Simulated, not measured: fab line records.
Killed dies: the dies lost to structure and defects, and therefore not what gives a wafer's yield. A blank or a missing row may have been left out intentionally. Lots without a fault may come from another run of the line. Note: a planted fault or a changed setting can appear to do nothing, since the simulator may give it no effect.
fab line records -- flow gf180mcu
record: lots: 5, wafers: 15, lastDay: 33
route steps=602 shown V2@389 M3@409
lots with no fault: from the same line, run without faults
startH: the number of hours between the record's first day and the start of the first shown wafer of the lot -- waitH: hours since the lot's step before -- " as in the row above -- L1.1+2: a row that stands for several wafers -- - value missing, or start not given -- * or withheld: withheld -- < > ~ a bound
route shown NAME@n: a module of which the file shows steps, and the number in the route of the first -- usual: average and standard deviation across the fault-free wafers -- same: alike in all rows -- chamber/n: place in a boat -- sites: readings site by site -- _std_site: the standard deviation of these -- _edge_site: inner sites' mean taken away from outer sites' mean -- radiusMm: how far each site lies from the wafer's centre -- mask NAME#n: copy n -- behind: tool/chamber where the wafer was last shaped -- hold: cause of the lot's hold/its duration in hours/its outcome -- device: which transistor (n, p or np) failed to switch -- end of line: the route-end tests of the same wafers -- a step without rows: its recipe alone -- killed: dies lost to structure and defects at the first sort, not the wafer's yield -- map: a wafer's dies, x killed, . not, _ none there
set.NAME: the run value of the setting; set.NAME@STEP: its run value at that earlier step -- model.NAME: the simulator's own value behind a step, which no gauge read
certain route steps with their lots: each step a table, each wafer a row
services: when a tool's chamber went out of use (startH, in hours from the record's first day, below 0 if earlier), for how many hours, and the reason
== steps ==
step: GF_V2_HMDS_07
recipe: primeTimeS: 60, primeTempC: 120
same: primeTimeS: 60
lot.wafer,tool,chamber,startH,waitH
L074.1+4+6,lithoTrack-03,0,453.73,0.1
L078.1+4+5,lithoTrack-04,0,494.59,0.1
L080.1+2+4,lithoTrack-04,0,511.79,0.1
L085.1+4+6,lithoTrack-04,0,564.89,0.1
L088.1+4+5,lithoTrack-03,0,591.93,0.1
step: GF_V2_COAT_08
recipe: resist: BARC, tempC: withheld, timeS: withheld, spinRpm: withheld, resistThkNm: withheld
lot.wafer,tool,chamber,startH,waitH
L074.1+4+6,lithoTrack-03,0,453.88,0.1
L078.1+4+5,lithoTrack-04,0,494.74,0.1
L080.1+2+4,lithoTrack-04,0,511.94,0.1
L085.1+4+6,lithoTrack-04,0,565.04,0.1
L088.1+4+5,lithoTrack-03,0,592.08,0.1
step: GF_V2_COAT_09
recipe: resist: KrF, spinRpm: withheld, resistThkNm: 1000
lot.wafer,tool,chamber,startH,waitH
L074.1+4+6,lithoTrack-03,0,-,-
L078.1+4+5,lithoTrack-04,0,-,-
L080.1+2+4,lithoTrack-04,0,-,-
L085.1+4+6,lithoTrack-04,0,-,-
L088.1+4+5,lithoTrack-03,0,-,-
step: GF_V2_SOFTBAKE_10
recipe: tempC: 130, timeS: 60, resist: KrF
same: timeS: 60
lot.wafer,tool,chamber,startH,waitH
L074.1+4+6,lithoTrack-03,0,-,-
L078.1+4+5,lithoTrack-04,0,-,-
L080.1+2+4,lithoTrack-04,0,-,-
L085.1+4+6,lithoTrack-04,0,-,-
L088.1+4+5,lithoTrack-03,0,-,-
step: GF_V2_EXPOSE_11
recipe: maskId: Via2, targetCdNm: 260, na: 0.68, sourceShape: conventional, sigmaOuter: 0.6, doseMj: 38
usual: exposureDoseMJCm2: 37.99/0.041, reticleTempC: 23.00/0.11
lot.wafer,tool,chamber,startH,waitH,mask,exposureDoseMJCm2,reticleTempC
L074.1,krfScanner-01,0,-,-,Via2#0,37.99,23.08
L074.4,krfScanner-01,0,-,-,Via2#0,37.96,23.04
L074.6,krfScanner-01,0,-,-,Via2#0,37.96,23.12
L078.1,krfScanner-01,0,-,-,Via2#0,37.97,22.86
L078.4,krfScanner-01,0,-,-,Via2#0,38.02,22.96
L078.5,krfScanner-01,0,-,-,Via2#0,37.97,23.06
L080.1,krfScanner-02,0,-,-,Via2#0,37.97,23.08
L080.2,krfScanner-02,0,-,-,Via2#0,37.99,22.96
L080.4,krfScanner-02,0,-,-,Via2#0,37.98,23.00
L085.1,krfScanner-01,0,-,-,Via2#0,37.99,22.91
L085.4,krfScanner-01,0,-,-,Via2#0,38.00,23.02
L085.6,krfScanner-01,0,-,-,Via2#0,37.97,22.84
L088.1,krfScanner-01,0,-,-,Via2#0,37.97,23.02
L088.4,krfScanner-01,0,-,-,Via2#0,37.98,22.99
L088.5,krfScanner-01,0,-,-,Via2#0,37.95,22.95
step: GF_V2_PEB_12
recipe: pebTempC: 135, pebTimeS: 90, resist: KrF
lot.wafer,tool,chamber,startH,waitH
L074.1+4+6,lithoTrack-04,0,-,-
L078.1+4+5,lithoTrack-03,0,-,-
L080.1+2+4,lithoTrack-03,0,-,-
L085.1+4+6,lithoTrack-03,0,-,-
L088.1+4+5,lithoTrack-04,0,-,-
step: GF_V2_DEVELOP_13
recipe: developTimeS: 60, resist: KrF, devTempC: 21
lot.wafer,tool,chamber,startH,waitH
L074.1+4+6,lithoTrack-04,0,465.79,0.2
L078.1+4+5,lithoTrack-03,0,507.08,0.2
L080.1+2+4,lithoTrack-03,0,524.23,0.2
L085.1+4+6,lithoTrack-03,0,575.98,0.2
L088.1+4+5,lithoTrack-04,0,603.19,0.2
step: GF_V2_CD_MEAS_14
recipe: targetCdNm: 260
usual: cdNm: 259.9/1.2
lot.wafer,tool,chamber,startH,waitH,cdNm
L074.1,cdSem-01,-,465.94,0.1,261.4
L074.4,cdSem-01,-,465.94,0.1,261.5
L074.6,cdSem-01,-,465.94,0.1,262.3
L078.1,cdSem-02,-,507.23,0.1,258.7
L078.4,cdSem-02,-,507.23,0.1,259.0
L078.5,cdSem-02,-,507.23,0.1,259.4
L080.1,cdSem-02,-,524.38,0.1,260.2
L080.2,cdSem-02,-,524.38,0.1,259.0
L080.4,cdSem-02,-,524.38,0.1,261.0
L085.1,cdSem-01,-,576.13,0.1,260.0
L085.4,cdSem-01,-,576.13,0.1,260.7
L085.6,cdSem-01,-,576.13,0.1,259.8
L088.1,cdSem-01,-,603.34,0.1,257.9
L088.4,cdSem-01,-,603.34,0.1,258.9
L088.5,cdSem-01,-,603.34,0.1,258.2
step: GF_V2_OVL_MEAS_15
usual: V2_OVL: -4/4.9
lot.wafer,tool,chamber,startH,waitH,V2_OVL[nm]
L074.1,overlay-01,-,466.06,0.1,2
L074.4,overlay-01,-,466.06,0.1,2
L074.6,overlay-01,-,466.06,0.1,1
L078.1,overlay-02,-,507.35,0.1,-5
L078.4,overlay-02,-,507.35,0.1,-3
L078.5,overlay-02,-,507.35,0.1,-8
L080.1,overlay-01,-,524.50,0.1,-5
L080.2,overlay-01,-,524.50,0.1,-5
L080.4,overlay-01,-,524.50,0.1,1
L085.1,overlay-02,-,576.36,0.2,1
L085.4,overlay-02,-,576.36,0.2,-1
L085.6,overlay-02,-,576.36,0.2,-8
L088.1,overlay-02,-,603.46,0.1,-6
L088.4,overlay-02,-,603.46,0.1,-5
L088.5,overlay-02,-,603.46,0.1,-4
step: GF_V2_ETCH_16
recipe: chemistry: N2/H2, targetDepthA: withheld, overetchA: withheld, timeS: withheld, target: BARC, ionEnergyEv: 200, sourceW: 500, biasW: 100, pressureMtorr: 30, n2FlowSccm: 100, h2FlowSccm: 200
usual: drypumpMotorCurrentA: 5.9/0.33, h2FlowSccm: 199.9/0.6, oesProductAu: 0.855/0.0045, throttleValvePct: 13.225/0.0095
lot.wafer,tool,chamber,startH,waitH,drypumpMotorCurrentA,h2FlowSccm,oesProductAu,throttleValvePct
L074.1,rieDiel-01,3,466.10,0.0,6.0,199.8,0.854,13.224
L074.4,rieDiel-01,1,466.10,0.0,5.6,200.6,0.851,13.222
L074.6,rieDiel-01,3,466.10,0.0,6.0,200.9,0.846,13.231
L078.1,rieDiel-01,1,507.39,0.0,5.6,200.0,0.853,13.225
L078.4,rieDiel-01,3,507.39,0.0,6.0,200.0,0.853,13.229
L078.5,rieDiel-01,0,507.39,0.0,5.5,199.4,0.854,13.231
L080.1,rieDiel-02,2,524.54,0.0,6.4,200.1,0.855,13.226
L080.2,rieDiel-02,0,524.54,0.0,6.5,200.3,0.858,13.228
L080.4,rieDiel-02,3,524.54,0.0,5.8,200.0,0.856,13.198
L085.1,rieDiel-02,2,576.40,0.0,6.4,200.1,0.861,13.230
L085.4,rieDiel-02,0,576.40,0.0,6.5,199.0,0.856,13.226
L085.6,rieDiel-02,2,576.40,0.0,6.4,200.3,0.851,13.212
L088.1,rieDiel-01,0,603.50,0.0,5.5,201.2,0.859,13.211
L088.4,rieDiel-01,3,603.50,0.0,6.0,200.2,0.853,13.222
L088.5,rieDiel-01,0,603.50,0.0,5.5,200.2,0.858,13.247
step: GF_V2_ETCH_17
recipe: chemistry: C4F8/O2/Ar, maskMaterial: KrF, target: SiO2, stopOn: TiN, sourceW: 1500, biasW: 1200, pressureMtorr: 40, c4f8FlowSccm: withheld, O2_flow_sccm: 6, Ar_flow_sccm: 300, timeS: withheld, targetDepthA: 6300
usual: oesProductAu: 0.856/0.0047
lot.wafer,tool,chamber,startH,waitH,oesProductAu
L074.1,rieDiel-01,3,-,-,0.856
L074.4,rieDiel-01,1,-,-,0.856
L074.6,rieDiel-01,3,-,-,0.856
L078.1,rieDiel-01,1,-,-,0.850
L078.4,rieDiel-01,3,-,-,0.849
L078.5,rieDiel-01,0,-,-,0.850
L080.1,rieDiel-02,2,-,-,0.864
L080.2,rieDiel-02,0,-,-,0.856
L080.4,rieDiel-02,3,-,-,0.859
L085.1,rieDiel-02,2,-,-,0.859
L085.4,rieDiel-02,0,-,-,0.848
L085.6,rieDiel-02,2,-,-,0.854
L088.1,rieDiel-01,0,-,-,0.856
L088.4,rieDiel-01,3,-,-,0.844
L088.5,rieDiel-01,0,-,-,0.852
step: GF_V2_STRIP_18
recipe: chemistry: O2/N2, powerW: 1400, pressureMtorr: 1500, platenTempC: 250, o2FlowSccm: 3000, n2FlowSccm: 300, overashFraction: 0.5
usual: drypumpMotorCurrentA: 5.6/0.37, heaterPowerW: 322/35, oesProductAu: 0.593/0.0051
same: overashFraction: 0.5
lot.wafer,tool,chamber,startH,waitH,drypumpMotorCurrentA,heaterPowerW,oesProductAu,rfHoursCounterH
L074.1,plasmaAsher-01,0,466.23,-,6.1,302,0.599,78
L074.4,plasmaAsher-01,1,466.23,-,5.2,336,0.579,-
L074.6,plasmaAsher-01,0,466.23,-,6.2,299,0.590,-
L078.1,plasmaAsher-04,1,507.52,-,5.8,317,0.592,77
L078.4,plasmaAsher-04,0,507.52,-,5.2,275,0.595,-
L078.5,plasmaAsher-04,0,507.52,-,5.2,283,0.593,-
L080.1,plasmaAsher-03,1,524.67,-,5.4,371,0.598,10
L080.2,plasmaAsher-03,0,524.67,-,6.0,301,0.597,10
L080.4,plasmaAsher-03,1,524.67,-,5.4,364,0.594,-
L085.1,plasmaAsher-03,1,576.56,-,5.4,367,0.596,15
L085.4,plasmaAsher-03,1,576.56,-,5.4,385,0.585,-
L085.6,plasmaAsher-03,0,576.56,-,6.0,301,0.592,-
L088.1,plasmaAsher-04,0,603.63,-,5.2,277,0.595,87
L088.4,plasmaAsher-04,1,603.63,-,5.8,310,0.593,-
L088.5,plasmaAsher-04,1,603.63,-,5.8,310,0.595,-
step: GF_V2_STRIP_19
recipe: chemistry: postEtchResidueRemover, timeS: 1200, tempC: 72.5
same: timeS: 1200
lot.wafer,tool,chamber,startH,waitH
L074.1+4+6,wetBench-02,3,466.33,0.1
L078.1+4+5,wetBench-03,3,507.62,0.1
L080.1+2+4,wetBench-04,1,524.77,0.1
L085.1+4+6,wetBench-04,1,576.93,0.3
L088.1+4+5,wetBench-02,0,603.73,0.1
step: GF_V2_CLEAN_20
recipe: chemistry: DIW, dry: n2Spin
lot.wafer,tool,chamber,startH,waitH
L074.1+4+6,wetBench-03,1,466.67,0.0
L078.1+4+5,wetBench-02,2,507.96,0.0
L080.1+2+4,wetBench-03,1,525.11,0.0
L085.1+4+6,wetBench-03,0,577.27,0.0
L088.1+4+5,wetBench-03,0,604.07,0.0
step: GF_V2_SPUTTER_21
recipe: material: Ti, targetThkNm: 15, chamberPressurePa: 5, powerW: 2500, substrateTempC: 200, timeS: 80.02
usual: throttleValvePct: 30.0/1.2
same: timeS: 80.02
lot.wafer,tool,chamber,startH,waitH,throttleValvePct
L074.1,pvdSputter-02,-,466.76,0.0,30.7
L074.4,pvdSputter-02,-,466.76,0.0,31.4
L074.6,pvdSputter-02,-,466.76,0.0,30.2
L078.1,pvdSputter-04,-,508.05,0.0,30.0
L078.4,pvdSputter-04,-,508.05,0.0,29.3
L078.5,pvdSputter-04,-,508.05,0.0,29.3
L080.1,pvdSputter-04,-,525.20,0.0,29.4
L080.2,pvdSputter-04,-,525.20,0.0,30.0
L080.4,pvdSputter-04,-,525.20,0.0,32.6
L085.1,pvdSputter-04,-,577.38,0.0,29.3
L085.4,pvdSputter-04,-,577.38,0.0,30.1
L085.6,pvdSputter-04,-,577.38,0.0,29.8
L088.1,pvdSputter-04,-,604.16,0.0,29.3
L088.4,pvdSputter-04,-,604.16,0.0,29.6
L088.5,pvdSputter-04,-,604.16,0.0,29.9
step: GF_V2_SPUTTER_22
recipe: material: TiN, targetThkNm: 10, chamberPressurePa: 5, powerW: 4000, timeS: 40
usual: throttleValvePct: 30.0/1.3
same: timeS: 40
lot.wafer,tool,chamber,startH,waitH,throttleValvePct
L074.1,pvdSputter-02,-,466.82,0.0,30.9
L074.4,pvdSputter-02,-,466.82,0.0,31.5
L074.6,pvdSputter-02,-,466.82,0.0,30.3
L078.1,pvdSputter-04,-,508.11,0.0,29.8
L078.4,pvdSputter-04,-,508.11,0.0,29.1
L078.5,pvdSputter-04,-,508.11,0.0,29.3
L080.1,pvdSputter-04,-,525.26,0.0,29.7
L080.2,pvdSputter-04,-,525.26,0.0,30.2
L080.4,pvdSputter-04,-,525.26,0.0,32.6
L085.1,pvdSputter-04,-,577.44,0.0,29.3
L085.4,pvdSputter-04,-,577.44,0.0,29.7
L085.6,pvdSputter-04,-,577.44,0.0,30.1
L088.1,pvdSputter-04,-,604.22,0.0,29.1
L088.4,pvdSputter-04,-,604.22,0.0,29.6
L088.5,pvdSputter-04,-,604.22,0.0,30.0
step: GF_V2_CVD_23
recipe: material: W, targetThkNm: 350, timeS: 104.94, tempC: 400, pressureTorr: 40
usual: heaterPowerW: 855/35, susceptorTempC: 400.01/0.22
same: timeS: 104.94
lot.wafer,tool,chamber,startH,waitH,heaterPowerW,susceptorTempC
L074.1,cvdW-02,1,466.86,0.0,877,399.77
L074.4,cvdW-02,0,466.86,0.0,806,399.95
L074.6,cvdW-02,0,466.86,0.0,790,399.68
L078.1,cvdW-01,0,508.15,0.0,873,400.30
L078.4,cvdW-01,1,508.15,0.0,865,399.63
L078.5,cvdW-01,0,508.15,0.0,880,400.14
L080.1,cvdW-01,0,525.30,0.0,863,399.96
L080.2,cvdW-01,1,525.30,0.0,863,400.30
L080.4,cvdW-01,0,525.30,0.0,866,399.90
L085.1,cvdW-01,1,577.48,0.0,863,399.87
L085.4,cvdW-01,0,577.48,0.0,849,400.37
L085.6,cvdW-01,1,577.48,0.0,855,399.84
L088.1,cvdW-02,1,604.26,0.0,885,400.08
L088.4,cvdW-02,1,604.26,0.0,902,399.80
L088.5,cvdW-02,1,604.26,0.0,899,399.85
step: GF_V2_RS_MEAS_24
recipe: thkMeasGauge: four-point-probe, reads: W_of_V2_CVD_23+TiN_of_V2_SPUTTER_22+Ti_of_V2_SPUTTER_21
usual: V2_W_RS: 0.327/0.0042
lot.wafer,tool,chamber,startH,waitH,V2_W_RS[ohm/sq]
L074.1,filmMetro-03,-,466.97,0.1,0.331
L074.4,filmMetro-03,-,466.97,0.1,0.322
L074.6,filmMetro-03,-,466.97,0.1,0.321
L078.1,filmMetro-02,-,508.26,0.1,0.329
L078.4,filmMetro-02,-,508.26,0.1,0.325
L078.5,filmMetro-02,-,508.26,0.1,0.326
L080.1,filmMetro-01,-,525.41,0.1,0.331
L080.2,filmMetro-01,-,525.41,0.1,0.331
L080.4,filmMetro-01,-,525.41,0.1,0.332
L085.1,filmMetro-02,-,577.59,0.1,0.325
L085.4,filmMetro-02,-,577.59,0.1,0.329
L085.6,filmMetro-02,-,577.59,0.1,0.325
L088.1,filmMetro-03,-,604.37,0.1,0.332
L088.4,filmMetro-03,-,604.37,0.1,0.332
L088.5,filmMetro-03,-,604.37,0.1,0.327
step: GF_V2_THK_MEAS_25
recipe: thkMeasGauge: xrf, reads: W_of_V2_CVD_23
usual: V2_W_THK: 347/5.5
lot.wafer,tool,chamber,startH,waitH,V2_W_THK[nm]
L074.1,filmMetro-03,-,467.09,0.1,347
L074.4,filmMetro-03,-,467.09,0.1,357
L074.6,filmMetro-03,-,467.09,0.1,355
L078.1,filmMetro-02,-,508.38,0.1,349
L078.4,filmMetro-02,-,508.38,0.1,351
L078.5,filmMetro-02,-,508.38,0.1,349
L080.1,filmMetro-01,-,525.53,0.1,336
L080.2,filmMetro-01,-,525.53,0.1,336
L080.4,filmMetro-01,-,525.53,0.1,337
L085.1,filmMetro-02,-,577.71,0.1,348
L085.4,filmMetro-02,-,577.71,0.1,343
L085.6,filmMetro-02,-,577.71,0.1,349
L088.1,filmMetro-03,-,604.49,0.1,344
L088.4,filmMetro-03,-,604.49,0.1,345
L088.5,filmMetro-03,-,604.49,0.1,349
step: GF_V2_CMP_26
recipe: stopOn: SiO2, downForcePsi: 3.5, platenRpm: 60, tOverpolishS: 15, targetThkNm: 0, padVelocityMS: 0.94248
usual: motorCurrentA: 10.7/0.88, overpolishRunS: 15.000/0.0083, timeToEndpointS: 84/3.4
lot.wafer,tool,chamber,startH,waitH,motorCurrentA,overpolishRunS,timeToEndpointS
L074.1,cmp-02,3,467.15,0.1,10.5,14.999,82
L074.4,cmp-02,0,467.15,0.1,9.6,15.004,84
L074.6,cmp-02,0,467.15,0.1,9.6,14.989,87
L078.4,cmp-02,3,508.49,0.1,11.3,14.997,84
L078.1,cmp-02,1,508.49,0.1,11.6,14.998,85
L078.5,cmp-02,2,508.49,0.1,10.2,15.005,86
L080.1,cmp-02,2,525.64,0.1,10.5,15.005,84
L080.2,cmp-02,3,525.64,0.1,10.6,15.003,79
L080.4,cmp-02,0,525.64,0.1,9.7,15.000,81
L085.4,cmp-01,3,578.18,0.4,10.2,14.994,85
L085.1,cmp-01,1,578.18,0.4,10.4,15.004,88
L085.6,cmp-01,2,578.18,0.4,12.5,14.998,83
L088.1,cmp-01,1,604.60,0.1,11.0,14.992,81
L088.4,cmp-01,2,604.60,0.1,12.5,15.003,78
L088.5,cmp-01,0,604.60,0.1,10.0,14.996,81
step: GF_M3_SPUTTER_00
recipe: material: Ti, targetThkNm: 37.5, arrivingIonEnergyEv: 80, substrateTempC: 200, chamberPressurePa: 2, powerW: 4000, timeS: 150
usual: throttleValvePct: 29.9/1.2
same: timeS: 150
lot.wafer,tool,chamber,startH,waitH,throttleValvePct
L074.1,pvdSputter-01,-,467.45,0.2,28.8
L074.4,pvdSputter-01,-,467.45,0.2,27.9
L074.6,pvdSputter-01,-,467.45,0.2,28.0
L078.1,pvdSputter-02,-,508.74,0.1,30.3
L078.4,pvdSputter-02,-,508.74,0.1,31.3
L078.5,pvdSputter-02,-,508.74,0.1,30.1
L080.1,pvdSputter-01,-,525.89,0.2,30.6
L080.2,pvdSputter-01,-,525.89,0.2,27.9
L080.4,pvdSputter-01,-,525.89,0.2,29.4
L085.1,pvdSputter-03,-,578.43,0.1,30.6
L085.4,pvdSputter-03,-,578.43,0.1,29.7
L085.6,pvdSputter-03,-,578.43,0.1,29.8
L088.1,pvdSputter-01,-,604.85,0.2,28.9
L088.4,pvdSputter-01,-,604.85,0.2,30.4
L088.5,pvdSputter-01,-,604.85,0.2,30.3
step: GF_M3_SPUTTER_01
recipe: material: TiN, targetThkNm: 30, powerW: 6500, timeS: 25, chamberPressurePa: 0.4
usual: throttleValvePct: 29.9/1.2
same: timeS: 25
lot.wafer,tool,chamber,startH,waitH,throttleValvePct
L074.1,pvdSputter-01,-,467.55,0.1,28.5
L074.4,pvdSputter-01,-,467.55,0.1,27.6
L074.6,pvdSputter-01,-,467.55,0.1,27.8
L078.1,pvdSputter-02,-,508.84,0.1,30.0
L078.4,pvdSputter-02,-,508.84,0.1,31.6
L078.5,pvdSputter-02,-,508.84,0.1,30.3
L080.1,pvdSputter-01,-,525.99,0.1,30.3
L080.2,pvdSputter-01,-,525.99,0.1,27.8
L080.4,pvdSputter-01,-,525.99,0.1,29.6
L085.1,pvdSputter-03,-,578.53,0.1,30.6
L085.4,pvdSputter-03,-,578.53,0.1,29.8
L085.6,pvdSputter-03,-,578.53,0.1,29.9
L088.1,pvdSputter-01,-,604.95,0.1,28.7
L088.4,pvdSputter-01,-,604.95,0.1,30.6
L088.5,pvdSputter-01,-,604.95,0.1,30.7
step: GF_M3_SPUTTER_02
recipe: material: AlCu, targetThkNm: 450, powerW: 10600, timeS: 23.9, chamberPressurePa: 0.4
usual: throttleValvePct: 29.9/1.2
same: timeS: 23.9
lot.wafer,tool,chamber,startH,waitH,throttleValvePct
L074.1,pvdSputter-01,-,467.58,0.0,28.7
L074.4,pvdSputter-01,-,467.58,0.0,27.9
L074.6,pvdSputter-01,-,467.58,0.0,27.8
L078.1,pvdSputter-02,-,508.87,0.0,30.3
L078.4,pvdSputter-02,-,508.87,0.0,31.4
L078.5,pvdSputter-02,-,508.87,0.0,30.3
L080.1,pvdSputter-01,-,526.02,0.0,30.4
L080.2,pvdSputter-01,-,526.02,0.0,27.7
L080.4,pvdSputter-01,-,526.02,0.0,29.2
L085.1,pvdSputter-03,-,578.56,0.0,30.7
L085.4,pvdSputter-03,-,578.56,0.0,29.7
L085.6,pvdSputter-03,-,578.56,0.0,29.8
L088.1,pvdSputter-01,-,604.98,0.0,28.7
L088.4,pvdSputter-01,-,604.98,0.0,30.6
L088.5,pvdSputter-01,-,604.98,0.0,30.6
step: GF_M3_SPUTTER_03
recipe: material: Ti, targetThkNm: 10, substrateTempC: 300, chamberPressurePa: 0.3, powerW: 3000, timeS: 6.7
usual: throttleValvePct: 29.8/1.1
same: timeS: 6.7
lot.wafer,tool,chamber,startH,waitH,throttleValvePct
L074.1,pvdSputter-01,-,467.61,0.0,28.8
L074.4,pvdSputter-01,-,467.61,0.0,27.7
L074.6,pvdSputter-01,-,467.61,0.0,27.7
L078.1,pvdSputter-02,-,508.90,0.0,30.3
L078.4,pvdSputter-02,-,508.90,0.0,31.6
L078.5,pvdSputter-02,-,508.90,0.0,30.3
L080.1,pvdSputter-01,-,526.05,0.0,30.4
L080.2,pvdSputter-01,-,526.05,0.0,27.8
L080.4,pvdSputter-01,-,526.05,0.0,29.7
L085.1,pvdSputter-03,-,578.59,0.0,30.9
L085.4,pvdSputter-03,-,578.59,0.0,29.6
L085.6,pvdSputter-03,-,578.59,0.0,30.1
L088.1,pvdSputter-01,-,605.01,0.0,29.0
L088.4,pvdSputter-01,-,605.01,0.0,30.3
L088.5,pvdSputter-01,-,605.01,0.0,30.5
step: GF_M3_SPUTTER_04
recipe: material: TiN, targetThkNm: 50, powerW: 6500, timeS: 41.7, chamberPressurePa: 0.4
usual: throttleValvePct: 29.9/1.1
same: timeS: 41.7
lot.wafer,tool,chamber,startH,waitH,throttleValvePct
L074.1,pvdSputter-01,-,467.63,0.0,28.8
L074.4,pvdSputter-01,-,467.63,0.0,27.6
L074.6,pvdSputter-01,-,467.63,0.0,27.9
L078.1,pvdSputter-02,-,508.92,0.0,30.3
L078.4,pvdSputter-02,-,508.92,0.0,31.3
L078.5,pvdSputter-02,-,508.92,0.0,30.1
L080.1,pvdSputter-01,-,526.07,0.0,30.4
L080.2,pvdSputter-01,-,526.07,0.0,27.9
L080.4,pvdSputter-01,-,526.07,0.0,29.3
L085.1,pvdSputter-03,-,578.61,0.0,30.6
L085.4,pvdSputter-03,-,578.61,0.0,29.8
L085.6,pvdSputter-03,-,578.61,0.0,29.8
L088.1,pvdSputter-01,-,605.03,0.0,28.5
L088.4,pvdSputter-01,-,605.03,0.0,30.4
L088.5,pvdSputter-01,-,605.03,0.0,30.2
step: GF_M3_RS_MEAS_05
recipe: thkMeasGauge: four-point-probe, reads: TiN_of_M3_SPUTTER_04+Ti_of_M3_SPUTTER_03+AlCu_of_M3_SPUTTER_02+TiN_of_M3_SPUTTER_01+Ti_of_M3_SPUTTER_00
usual: M3_ALCU_RS: 0.0695/0.00067
lot.wafer,tool,chamber,startH,waitH,M3_ALCU_RS[ohm/sq]
L074.1,filmMetro-03,-,467.67,0.0,0.0691
L074.4,filmMetro-03,-,467.67,0.0,0.0694
L074.6,filmMetro-03,-,467.67,0.0,0.0696
L078.1,filmMetro-01,-,508.96,0.0,0.0703
L078.4,filmMetro-01,-,508.96,0.0,0.0695
L078.5,filmMetro-01,-,508.96,0.0,0.0698
L080.1,filmMetro-01,-,526.11,0.0,0.0692
L080.2,filmMetro-01,-,526.11,0.0,0.0692
L080.4,filmMetro-01,-,526.11,0.0,0.0697
L085.1,filmMetro-03,-,578.65,0.0,0.0679
L085.4,filmMetro-03,-,578.65,0.0,0.0681
L085.6,filmMetro-03,-,578.65,0.0,0.0685
L088.1,filmMetro-03,-,605.07,0.0,0.0695
L088.4,filmMetro-03,-,605.07,0.0,0.0699
L088.5,filmMetro-03,-,605.07,0.0,0.0698
== services ==
tool,chamber,startH,hours,kind
rieDiel-02,2,430.86,3.1,repair
krfScanner-01,-,431.76,0.6,repair
rieDiel-02,0,439.01,8.5,repair
cvdW-01,-,448.26,2.8,pm
cmp-02,-,450.98,14.9,pm
krfScanner-01,-,460.09,0.8,pm
cmp-02,-,476.17,4.2,pm
rieDiel-02,0,477.50,4.6,repair
cmp-01,-,487.98,3.7,pm
rieDiel-02,-,489.05,0.3,repair
cmp-01,-,492.55,3.7,repair
cmp-01,-,505.17,1.8,repair
krfScanner-01,-,513.95,1.3,pm
krfScanner-02,-,524.27,1.0,pm
wetBench-02,-,524.78,0.5,repair
krfScanner-02,-,528.36,0.8,pm
krfScanner-01,-,534.32,1.0,pm
krfScanner-02,-,543.14,3.6,pm
krfScanner-01,-,554.83,4.4,pm
krfScanner-02,-,564.42,1.3,pm
cmp-01,-,568.48,1.1,repair
cmp-01,-,572.00,4.0,pm
rieDiel-02,3,572.12,51.8,repair
rieDiel-01,2,586.16,6.9,repair
== key ==
fault none
